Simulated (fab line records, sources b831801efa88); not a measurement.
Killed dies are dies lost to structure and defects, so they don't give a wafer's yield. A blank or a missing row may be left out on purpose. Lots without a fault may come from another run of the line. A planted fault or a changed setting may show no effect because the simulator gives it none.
fab line records | flow sky130
record lots=12 wafers=36 last_day=50
route steps=708 shown GATE_OXIDE@201 RES_PROTECT@215 POLY_GATE@218 LDD_N@247 PAD_OPEN@708
lots that met no fault: from a run of the same line without faults
start_h: hours from the record's first day to the start of the lot's first wafer shown | wait_h: hours since the lot's step before | " the same as in the row above | L1.1+2: a row that stands for several wafers | - no value, or no start given | * or withheld: withheld | < > ~ a bound
route shown NAME@n: a module of which the file shows steps, and the number in the route of the first | usual: mean/standard deviation of fault-free wafers | same: alike in all rows | chamber/n: place in a boat | sites: the reading at each site | _std_site: their standard deviation | _edge_site: outer sites' mean less inner sites' | radius_mm: how far each site lies from the wafer's centre | mask NAME#n: copy n | behind: the tool/chamber that last shaped the wafer | hold: why the lot was held/for how many hours/how that ended | device: the transistor (n, p or np) that didn't switch | end of line: the same wafers' tests at the end of the route | a step without rows: its recipe alone | killed: dies lost to structure and defects at the first sort, not the wafer's yield | map: a wafer's dies, x killed, . not, _ none there
set.NAME: the setting as run; set.NAME@STEP: as run at that earlier step | model.NAME: the simulator's own value behind a step, which no gauge read
steps of the route over a sample of lots; a table a step, a row a wafer
services: from which hour (start_h, from the record's first day; less than 0 if before it) a tool's chamber was out of use, for how many hours, and why
## steps
# step SKY_GATE_OXIDE_TW_MEAS_14
# usual GATE_OXIDE_TW=222.8/1.7
# columns lot.wafer tool chamber start_h wait_h GATE_OXIDE_TW
L340.1 film_metro-03 - 309.62 0.1 222.5
L340.3 " - " " 221.9
L340.4 " - " " 222.7
L342.2 film_metro-01 - 359.23 0.1 225.0
L342.3 " - " " 225.4
L342.5 " - " " 224.4
L343.2 film_metro-01 - 363.00 0.1 224.1
L343.3 " - " " 225.8
L343.4 " - " " 225.9
L345.2 film_metro-04 - 364.24 0.1 221.4
L345.4 " - " " 222.1
L345.6 " - " " 223.2
L344.3 film_metro-03 - 364.55 0.1 222.9
L344.4 " - " " 222.9
L344.6 " - " " 221.6
L347.3 film_metro-01 - 371.53 0.1 226.2
L347.4 " - " " 225.9
L347.6 " - " " 225.5
L348.2 film_metro-04 - 375.30 0.1 222.6
L348.3 " - " " 221.6
L348.5 " - " " 222.2
L350.2 film_metro-03 - 400.33 0.1 222.7
L350.3 " - " " 222.9
L350.4 " - " " 222.9
L359.1 film_metro-03 - 478.98 0.1 223.2
L359.3 " - " " 221.5
L359.5 " - " " 221.4
L358.1 film_metro-03 - 479.82 0.1 220.8
L358.4 " - " " 221.2
L358.6 " - " " 222.2
L360.2 film_metro-01 - 482.32 0.1 226.4
L360.4 " - " " 226.2
L360.5 " - " " 225.2
L362.1 film_metro-01 - 498.58 0.1 224.8
L362.2 " - " " 225.5
L362.3 " - " " 225.9
# step SKY_RES_PROTECT_TW_MEAS_08
# usual POLY_GATE_TW=4013/47
# columns lot.wafer tool chamber start_h wait_h POLY_GATE_TW
L340.1 film_metro-03 - 340.19 0.1 4012
L340.3 " - " " 4002
L340.4 " - " " 4023
L342.2 film_metro-03 - 390.25 0.1 3989
L342.3 " - " " 4013
L342.5 " - " " 4006
L343.2 film_metro-03 - 393.41 0.1 4027
L343.3 " - " " 4014
L343.4 " - " " 4020
L345.2 film_metro-04 - 395.09 0.1 4039
L345.4 " - " " 4013
L345.6 " - " " 4006
L344.3 film_metro-03 - 395.70 0.1 4019
L344.4 " - " " 4016
L344.6 " - " " 4013
L348.2 film_metro-03 - 407.61 0.1 4017
L348.3 " - " " 3995
L348.5 " - " " 4018
L347.3 film_metro-04 - 407.76 0.1 3980
L347.4 " - " " 4006
L347.6 " - " " 4001
L350.2 film_metro-04 - 433.79 0.1 3984
L350.3 " - " " 4002
L350.4 " - " " 3976
L359.1 film_metro-04 - 512.50 0.1 3971
L359.3 " - " " 3951
L359.5 " - " " 3991
L358.1 film_metro-04 - 514.10 0.1 3950
L358.4 " - " " 3938
L358.6 " - " " 3945
L360.2 film_metro-04 - 516.24 0.1 3990
L360.4 " - " " 3981
L360.5 " - " " 3971
L362.1 film_metro-04 - 532.54 0.1 3969
L362.2 " - " " 3955
L362.3 " - " " 3979
# step SKY_POLY_GATE_THK_MEAS_04
# recipe reads=Si3N4_of_POLY_GATE_CVD_03
# usual POLY_GATE_CVD_03_THK=75.0/0.68
# columns lot.wafer tool chamber start_h wait_h POLY_GATE_CVD_03_THK[nm]
L340.1 film_metro-01 - 343.62 0.0 74.5
L340.3 " - " " 74.2
L340.4 " - " " 73.9
L342.2 film_metro-01 - 391.77 0.0 75.5
L342.3 " - " " 75.6
L342.5 " - " " 75.2
L343.2 film_metro-02 - 396.27 0.0 75.2
L343.3 " - " " 75.0
L343.4 " - " " 75.1
L345.2 film_metro-02 - 398.84 0.0 75.8
L345.4 " - " " 76.1
L345.6 " - " " 75.5
L344.3 film_metro-01 - 398.85 0.0 75.0
L344.4 " - " " 74.6
L344.6 " - " " 74.9
L348.2 film_metro-02 - 415.07 0.0 75.4
L348.3 " - " " 75.1
L348.5 " - " " 74.2
L347.3 film_metro-03 - 415.08 0.0 75.6
L347.4 " - " " 75.1
L347.6 " - " " 75.0
L350.2 film_metro-02 - 435.26 0.0 74.9
L350.3 " - " " 75.8
L350.4 " - " " 75.2
L359.1 film_metro-01 - 513.97 0.0 75.5
L359.3 " - " " 74.6
L359.5 " - " " 76.2
L358.1 film_metro-03 - 516.54 0.0 75.6
L358.4 " - " " 76.0
L358.6 " - " " 75.6
L360.2 film_metro-03 - 517.91 0.0 74.8
L360.4 " - " " 74.3
L360.5 " - " " 74.2
L362.1 film_metro-02 - 534.48 0.0 74.4
L362.2 " - " " 74.3
L362.3 " - " " 74.7
# step SKY_LDD_N_IMPLANT_10
# recipe species=As energy_kev=20 dose_cm2=7.5e+13 tilt_deg=withheld rotation_deg=203
# usual beam_on_s=10.00/0.21 dose_ions_cm2=7.5e+13/7.7e+10
# columns lot.wafer tool chamber start_h wait_h beam_on_s dose_ions_cm2
L340.1 implanter-01 0 404.56 0.1 9.74 7.512e+13
L340.3 " 0 " " 10.01 7.5e+13
L340.4 " 0 " " 10.16 7.5e+13
L342.2 implanter-01 0 460.23 0.1 9.85 7.49e+13
L342.3 " 0 " " 9.94 7.486e+13
L342.5 " 0 " " 9.92 7.498e+13
L343.2 implanter-04 0 460.56 0.1 9.75 7.51e+13
L343.3 " 0 " " 10.10 7.511e+13
L343.4 " 0 " " 9.89 7.507e+13
L345.2 implanter-01 0 463.81 0.1 9.72 7.497e+13
L345.4 " 0 " " 9.65 7.502e+13
L345.6 " 0 " " 10.00 7.501e+13
L344.3 implanter-04 0 463.94 0.1 10.06 7.51e+13
L344.4 " 0 " " 10.05 7.495e+13
L344.6 " 0 " " 10.36 7.505e+13
L348.2 implanter-04 0 478.66 0.1 10.09 7.501e+13
L348.3 " 0 " " 9.74 7.503e+13
L348.5 " 0 " " 10.14 7.5e+13
L347.3 implanter-01 0 478.86 0.1 9.95 7.506e+13
L347.4 " 0 " " 10.26 7.512e+13
L347.6 " 0 " " 10.06 7.514e+13
L350.2 implanter-04 0 498.26 0.1 10.21 7.492e+13
L350.3 " 0 " " 10.20 7.493e+13
L350.4 " 0 " " 10.13 7.512e+13
L359.1 implanter-04 0 575.54 0.1 35.79 2.7922e+14
L359.3 " 0 " " 35.36 2.7919e+14
L359.5 " 0 " " 37.02 2.7928e+14
L358.1 implanter-04 0 577.21 0.1 37.53 2.792e+14
L358.4 " 0 " " 35.99 2.7928e+14
L358.6 " 0 " " 36.38 2.7926e+14
L360.2 implanter-01 0 579.00 0.1 9.89 7.5e+13
L360.4 " 0 " " 10.33 7.497e+13
L360.5 " 0 " " 9.89 7.509e+13
L362.1 implanter-01 0 594.79 0.1 10.08 7.497e+13
L362.2 " 0 " " 10.18 7.496e+13
L362.3 " 0 " " 10.25 7.507e+13
# step SKY_LDD_N_STRIP_16
# recipe chemistry=O2/N2 power_w=1400 pressure_mtorr=1500 platen_temp_c=withheld o2_flow_sccm=3000 n2_flow_sccm=300 overash_fraction=0.5
# usual drypump_motor_current_A=5.8/0.44 oes_product_au=0.406/0.0048 strip_time_to_endpoint_s=4.315/0.015
# columns lot.wafer tool chamber start_h wait_h drypump_motor_current_A oes_product_au rf_hours_counter_h strip_time_to_endpoint_s
L340.1 plasma_asher-04 1 405.46 0.1 5.5 0.407 57 4.317
L340.3 " 1 " " 5.5 0.404 - 4.318
L340.4 " 0 " " 6.4 0.409 - 4.300
L342.2 plasma_asher-04 0 461.11 0.1 6.4 0.396 63 4.314
L342.3 " 0 " " 6.4 0.406 - 4.311
L342.5 " 1 " " 5.5 0.409 - 4.326
L343.2 plasma_asher-01 1 461.43 0.1 6.4 0.406 3 4.336
L343.3 " 0 " " 5.0 0.408 - 4.326
L343.4 " 1 " " 6.4 0.405 - 4.315
L345.2 plasma_asher-03 1 464.68 0.1 5.8 0.411 77 4.317
L345.4 " 0 " " 5.6 0.408 - 4.296
L345.6 " 0 " " 5.6 0.405 - 4.306
L344.3 plasma_asher-04 0 464.82 0.1 6.4 0.406 - 4.333
L344.4 " 1 " " 5.5 0.414 - 4.299
L344.6 " 1 " " 5.5 0.398 - 4.299
L348.2 plasma_asher-04 0 479.53 0.1 6.4 0.403 65 4.297
L348.3 " 1 " " 5.5 0.406 - 4.300
L348.5 " 1 " " 5.5 0.411 - 4.302
L347.3 plasma_asher-01 1 479.74 0.1 6.4 0.405 - 4.282
L347.4 " 0 " " 4.9 0.401 - 4.302
L347.6 " 1 " " 6.4 0.400 - 4.303
L350.2 plasma_asher-03 1 499.13 0.1 5.9 0.404 81 4.338
L350.3 " 0 " " 5.6 0.404 - 4.327
L350.4 " 1 " " 5.8 0.404 - 4.337
L359.1 plasma_asher-04 0 576.44 0.1 6.4 0.410 75 4.841
L359.3 " 0 " " 6.4 0.406 - 4.861
L359.5 " 1 " " 5.5 0.405 - 4.838
L358.1 plasma_asher-03 1 578.11 0.1 5.8 0.407 90 4.873
L358.4 " 0 " " 5.5 0.411 - 4.835
L358.6 " 0 " " 5.5 0.401 - 4.852
L360.2 plasma_asher-04 0 579.88 0.1 6.4 0.404 76 4.342
L360.4 " 1 " " 5.5 0.407 - 4.344
L360.5 " 1 " " 5.5 0.407 - 4.312
L362.1 plasma_asher-03 0 595.69 0.1 5.6 0.407 93 4.317
L362.2 " 1 " " 5.8 0.408 93 4.319
L362.3 " 1 " " 5.8 0.407 - 4.320
# step SKY_LDD_N_TW_MEAS_17
# usual LDD_N_TW=2594/33
# columns lot.wafer tool chamber start_h wait_h LDD_N_TW
L340.1 film_metro-04 - 405.56 0.1 2553
L340.3 " - " " 2569
L340.4 " - " " 2574
L342.2 film_metro-02 - 461.22 0.1 2590
L342.3 " - " " 2606
L342.5 " - " " 2587
L343.2 film_metro-04 - 461.54 0.1 2529
L343.3 " - " " 2537
L343.4 " - " " 2530
L345.2 film_metro-02 - 464.79 0.1 2604
L345.4 " - " " 2592
L345.6 " - " " 2596
L344.3 film_metro-04 - 464.91 0.1 2535
L344.4 " - " " 2535
L344.6 " - " " 2550
L348.2 film_metro-01 - 479.64 0.1 2615
L348.3 " - " " 2605
L348.5 " - " " 2616
L347.3 film_metro-04 - 479.83 0.1 2532
L347.4 " - " " 2531
L347.6 " - " " 2531
L350.2 film_metro-02 - 499.24 0.1 2633
L350.3 " - " " 2628
L350.4 " - " " 2648
L359.1 film_metro-04 - 576.54 0.1 2781
L359.3 " - " " 2782
L359.5 " - " " 2790
L358.1 film_metro-02 - 578.21 0.1 2898
L358.4 " - " " 2872
L358.6 " - " " 2872
L360.2 film_metro-01 - 579.99 0.1 2594
L360.4 " - " " 2592
L360.5 " - " " 2600
L362.1 film_metro-04 - 595.79 0.1 2542
L362.2 " - " " 2536
L362.3 " - " " 2556
# step SKY_PAD_OPEN_PROBE_99
# usual killed_at_M0_to_M3=43/7 killed_at_M4_up=3.4/1.9 killed_at_contacts=24/5.4 killed_at_front_end=15/4.4 killed_at_other=0.4/0.63 killed_dies=86/9.1 killed_open=46/6.6 killed_short=39/6.6
# same gross_dies=492 killed_at_back_side=0
# columns lot.wafer tool chamber start_h wait_h killed_at_M0_to_M3 killed_at_M4_up killed_at_contacts killed_at_front_end killed_at_other killed_dies killed_open killed_short
L340.1 prober-02 - 1078.15 0.1 47 4 13 11 0 75 45 30
L340.3 prober-02 - 1078.25 0.2 61 4 37 10 0 112 66 46
L340.4 prober-02 - 1078.30 0.2 52 0 32 9 0 93 54 39
L359.1 prober-02 - 1185.01 0.1 39 6 19 12 0 76 51 25
L359.3 prober-02 - 1185.11 0.2 37 6 29 25 0 97 52 45
L359.5 prober-02 - 1185.21 0.2 49 0 17 9 0 75 44 31
L358.1 prober-01 - 1187.24 0.1 40 3 21 21 1 86 43 43
L358.4 prober-01 - 1187.39 0.2 41 2 23 11 0 77 41 36
L358.6 prober-01 - 1187.49 0.2 38 6 29 13 0 86 46 39
L360.2 prober-02 - 1188.30 0.1 39 6 22 17 0 84 46 38
L360.4 prober-02 - 1188.40 0.2 37 3 30 13 0 83 50 33
L360.5 prober-02 - 1188.45 0.2 35 3 25 12 0 75 37 38
# killed by level:class
L340.1 VIA1:geometric_particle:open=18 VIA3:geometric_particle:open=10 CONTACT:geometric_particle:open=6 FIELD_ISO:geometric_particle:short=5 METAL1:geometric_particle:short=5 CONTACT:geometric_particle:short=4 VIA2:geometric_particle:open=4 VIA1:geometric_particle:short=3
L340.3 VIA1:geometric_particle:open=18 LI_CONTACT:geometric_particle:open=13 CONTACT:geometric_particle:open=12 VIA1:geometric_particle:short=9 CONTACT:geometric_particle:short=7 VIA2:geometric_particle:open=7 VIA3:geometric_particle:open=6 FIELD_ISO:geometric_particle:open=5
L340.4 VIA1:geometric_particle:open=13 CONTACT:geometric_particle:open=11 CONTACT:geometric_particle:short=8 METAL1:geometric_particle:short=8 VIA2:geometric_particle:open=8 LI_CONTACT:geometric_particle:open=7 VIA3:geometric_particle:open=7 VIA2:geometric_particle:short=7
L359.1 VIA1:geometric_particle:open=12 CONTACT:geometric_particle:open=9 VIA3:geometric_particle:open=8 LI_CONTACT:geometric_particle:open=5 POLY_GATE:geometric_particle:open=4 METAL4:geometric_particle:short=4 VIA1:geometric_particle:short=4 METAL2:geometric_particle:short=4
L359.3 CONTACT:geometric_particle:open=12 FIELD_ISO:geometric_particle:open=8 VIA2:geometric_particle:open=7 VIA1:geometric_particle:open=6 LOCAL_INTERCONNECT:geometric_particle:short=6 VIA3:geometric_particle:open=6 FIELD_ISO:geometric_particle:short=5 LI_CONTACT:geometric_particle:open=5
L359.5 VIA2:geometric_particle:open=10 VIA3:geometric_particle:open=9 CONTACT:geometric_particle:open=9 VIA1:geometric_particle:open=6 VIA1:geometric_particle:short=5 LOCAL_INTERCONNECT:geometric_particle:short=4 VIA2:geometric_particle:short=4 VIA3:geometric_particle:short=3
L358.1 VIA1:geometric_particle:open=12 POLY_GATE:geometric_particle:short=9 LI_CONTACT:geometric_particle:open=6 CONTACT:geometric_particle:open=6 METAL1:geometric_particle:short=6 VIA2:geometric_particle:open=6 METAL3:geometric_particle:short=5 FIELD_ISO:geometric_particle:open=4
L358.4 VIA1:geometric_particle:open=8 CONTACT:geometric_particle:open=7 VIA2:geometric_particle:open=7 VIA3:geometric_particle:open=6 LI_CONTACT:geometric_particle:short=5 LI_CONTACT:geometric_particle:open=5 VIA1:geometric_particle:short=5 METAL2:geometric_particle:short=4
L358.6 CONTACT:geometric_particle:open=10 LOCAL_INTERCONNECT:geometric_particle:short=9 VIA1:geometric_particle:open=8 VIA3:geometric_particle:open=6 METAL1:geometric_particle:short=6 VIA2:geometric_particle:open=5 METAL4:geometric_particle:short=5 LI_CONTACT:geometric_particle:open=4
L360.2 CONTACT:geometric_particle:open=10 VIA1:geometric_particle:open=9 FIELD_ISO:geometric_particle:short=7 VIA2:geometric_particle:open=7 FIELD_ISO:geometric_particle:open=4 LI_CONTACT:geometric_particle:open=4 CONTACT:geometric_particle:short=4 METAL2:geometric_particle:short=4
L360.4 CONTACT:geometric_particle:open=16 VIA3:geometric_particle:open=10 METAL1:geometric_particle:short=6 CONTACT:geometric_particle:short=5 METAL2:geometric_particle:short=5 VIA2:geometric_particle:open=5 POLY_GATE:geometric_particle:open=4 LI_CONTACT:geometric_particle:open=4
L360.5 VIA1:geometric_particle:open=8 CONTACT:geometric_particle:open=7 LI_CONTACT:geometric_particle:open=6 LOCAL_INTERCONNECT:geometric_particle:short=6 VIA1:geometric_particle:short=5 METAL3:geometric_particle:short=4 VIA2:geometric_particle:open=4 FIELD_ISO:geometric_particle:short=3
## services
# columns tool chamber start_h hours kind
implanter-01 - 385.37 2.5 pm
plasma_asher-01 - 412.23 2.9 repair
plasma_asher-01 - 421.25 9.0 pm
plasma_asher-01 0 421.25 9.0 vent_cycle
plasma_asher-01 1 421.25 9.0 vent_cycle
plasma_asher-01 0 430.25 - clean
plasma_asher-01 1 430.25 - clean
plasma_asher-03 - 433.44 14.6 pm
plasma_asher-01 - 539.19 16.0 pm
plasma_asher-01 - 576.01 14.6 pm
implanter-04 - 593.25 0.5 repair
## key
first_sign step=SKY_LDD_N_IMPLANT_10 reading=dose_ions_cm2 direction=up sigmas=99+ usual=* struck=*
effect step=SKY_LDD_N_IMPLANT_10 reading=beam_on_s direction=up sigmas=99+ usual=10.00 struck=36.34
effect step=SKY_LDD_N_STRIP_16 reading=strip_time_to_endpoint_s direction=up sigmas=36 usual=* struck=*
effect step=SKY_LDD_N_TW_MEAS_17 reading=LDD_N_TW direction=up sigmas=7.2 usual=2594 struck=2833
met_at SKY_LDD_N_IMPLANT_10
struck_lots L358,L359
tester_left_out L358,L359
not_acting_at SKY_GATE_OXIDE_TW_MEAS_14,SKY_RES_PROTECT_TW_MEAS_08,SKY_POLY_GATE_THK_MEAS_04
onset_between 498.26 575.54
fault kind=process_parameter_drift tool=implanter-04 chamber=- onset_h=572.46 steps=SKY_LDD_N_IMPLANT_10 channel=dose_cm2 offset=* shape=step end_h=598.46 acts_in=* stated=*
# tester_left_out: of these lots the tester's yield and bins aren't shown, on N5 and GAA mostly nor the transistor test; their killed dies are dies lost to structure and defects alone, not to doping, threshold or leakage, so they don't give the yield
